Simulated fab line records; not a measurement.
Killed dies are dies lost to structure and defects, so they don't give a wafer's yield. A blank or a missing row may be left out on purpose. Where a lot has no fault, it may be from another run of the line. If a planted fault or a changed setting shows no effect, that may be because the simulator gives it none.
A single fault, viewed from 2 desks + flow gf180mcu + each desk holds nothing but its own numbers, with what lay behind them at the end

## THE TOOL OWNER'S DESK: rie_diel-03
The tool's own readings at GF_V5_ETCH_16 (etches BARC in N2/H2): means of the sampled wafers that have a number, for each lot that ran on this tool. If a lot's mean is further than 4 standard deviations from the usual mean, the lot is out of limits and carries the mark OUT (the distance appears in the brackets).
Columns: A = bias_w at GF_V5_ETCH_16, usual 100.0 W; B = drypump_motor_current_A at GF_V5_ETCH_16, usual 5.8 A; C = oes_product_au at GF_V5_ETCH_16, usual 0.856 a.u.; D = throttle_valve_pct at GF_V5_ETCH_16, usual 13.224 %
| lot  | first seen here | A               | B   | C     | D      |
|------|-----------------|-----------------|-----|-------|--------|
| L715 | day 27 15:38    | 99.8            | 5.8 | 0.854 | 13.223 |
| L717 | day 28 05:48    | 99.9            | 6.1 | 0.855 | 13.220 |
| L720 | day 29 05:11    | 99.6            | 5.5 | 0.858 | 13.236 |
| L721 | day 29 11:07    | 99.8            | 5.5 | 0.856 | 13.227 |
| L732 | day 32 16:04    | 111.0 (+37) OUT | 6.0 | 0.857 | 13.224 |
This desk's finding: out of limits on L732; first on L732, day 32 16:04 (bias_w at GF_V5_ETCH_16). Within limits: L715, L717, L720, L721.

## AT THE METROLOGY DESK
Means of the sampled wafers that have a number, per lot and without regard to the tool the lot ran on: this is what the gauges read. If a lot's mean is further than 4 standard deviations from the usual mean, the lot is out of limits and carries the mark OUT (the distance appears in the brackets).
Columns: A = M1_ALCU_RS at GF_M1_RS_MEAS_05, usual 0.0695 ohm/sq; B = cd_nm at GF_M1_CD_MEAS_14, usual 230.1 nm
| lot  | first seen here | A      | B     |
|------|-----------------|--------|-------|
| L714 | day 16 07:44    | 0.0689 | 230.7 |
| L715 | day 16 13:22    | 0.0695 | 230.9 |
| L716 | day 17 01:06    | 0.0698 | 229.1 |
| L717 | day 17 05:44    | 0.0699 | 229.1 |
| L718 | day 17 19:19    | 0.0696 | 230.8 |
| L720 | day 18 10:48    | 0.0708 | 231.2 |
| L721 | day 18 16:50    | 0.0686 | 229.5 |
| L722 | day 19 00:58    | 0.0698 | 228.6 |
| L732 | day 22 23:28    | 0.0704 | 229.7 |
| L734 | day 23 15:02    | 0.0681 | 228.2 |
| L735 | day 23 20:19    | 0.0702 | 228.4 |
| L737 | day 24 15:42    | 0.0686 | 232.4 |
Finding of this desk: none of the 12 lots has anything out of limits.

## PUT TOGETHER
The tool owner's desk had the chance to raise an alarm at day 32 16:04 on L732.
At the metrology desk, nothing out of limits was observed.
The metrology desk has L732 on record, within its limits.
Every lot named ran GF_V5_ETCH_16 on rie_diel-03.

## WHAT WAS PUT IN BY THE SIMULATOR
rie_diel-03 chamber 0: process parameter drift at GF_V5_ETCH_16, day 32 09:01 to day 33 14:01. From 100, the setting bias_w moved by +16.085. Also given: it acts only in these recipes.
Struck lots among those shown: L732.
How many hours passed from the start of the fault until each desk's first out-of-limits reading: the tool owner's desk, 7.
